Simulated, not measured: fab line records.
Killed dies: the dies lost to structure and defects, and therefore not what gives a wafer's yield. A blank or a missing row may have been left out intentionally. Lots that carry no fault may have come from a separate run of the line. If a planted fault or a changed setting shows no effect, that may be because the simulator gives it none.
Matching of chambers / flow sky130 / rie_diel-04 running SKY_METAL4_ETCH_17: 4 sister chambers
The step etches SiO2 in C4F8/O2/Ar, stops on TiN, time 3.9 s, target depth 15 nm. 4 wafers are shown with their chamber, then 8 later ones without.

## WAFERS WITH THEIR CHAMBER
wafer=L086.2; chamber=3; oes_product_au (a.u.)=0.739
wafer=L087.4; chamber=2; oes_product_au (a.u.)=0.769
wafer=L087.5; chamber=0; oes_product_au (a.u.)=0.756
wafer=L088.1; chamber=1; oes_product_au (a.u.)=0.753

## WAFERS WITHOUT THEIR CHAMBER
wafer=L088.2; oes_product_au (a.u.)=0.758
wafer=L088.5; oes_product_au (a.u.)=0.761
wafer=L093.1; oes_product_au (a.u.)=0.753
wafer=L093.2; oes_product_au (a.u.)=0.739
wafer=L093.5; oes_product_au (a.u.)=0.756
wafer=L094.1; oes_product_au (a.u.)=0.746
wafer=L094.4; oes_product_au (a.u.)=0.763
wafer=L094.5; oes_product_au (a.u.)=0.760

## CHAMBER TAKEN BY EACH
wafer=L088.2; from the rows above=can't be placed: 0 or 1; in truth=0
wafer=L088.5; from the rows above=can't be placed: 0 or 1 or 2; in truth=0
wafer=L093.1; from the rows above=can't be placed: 1 or 0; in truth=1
wafer=L093.2; from the rows above=3; in truth=3
wafer=L093.5; from the rows above=can't be placed: 0 or 1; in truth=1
wafer=L094.1; from the rows above=can't be placed: 1 or 3 or 0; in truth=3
wafer=L094.4; from the rows above=can't be placed: 2 or 0 or 1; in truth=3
wafer=L094.5; from the rows above=can't be placed: 0 or 1 or 2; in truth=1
Correct placement for 1 of the 8. Unplaceable from these rows: 7, with the true chamber sitting among the candidates in 6. Placed wrongly: 0.
How it was worked out, from the rows above alone: a wafer's distance from a chamber is the root of the sum, over the readings, of the square of ((its reading less the chamber's mean) divided by the reading's scatter). If the next closest chamber is less than 2 further off than the closest, the wafer can't be placed; otherwise it belongs to the closest. For every chamber, the mean is computed from those of its wafers that are shown. The scatter: with one shown wafer a chamber, the root of the mean of the squares of how far each hidden wafer lies from its nearest shown one.
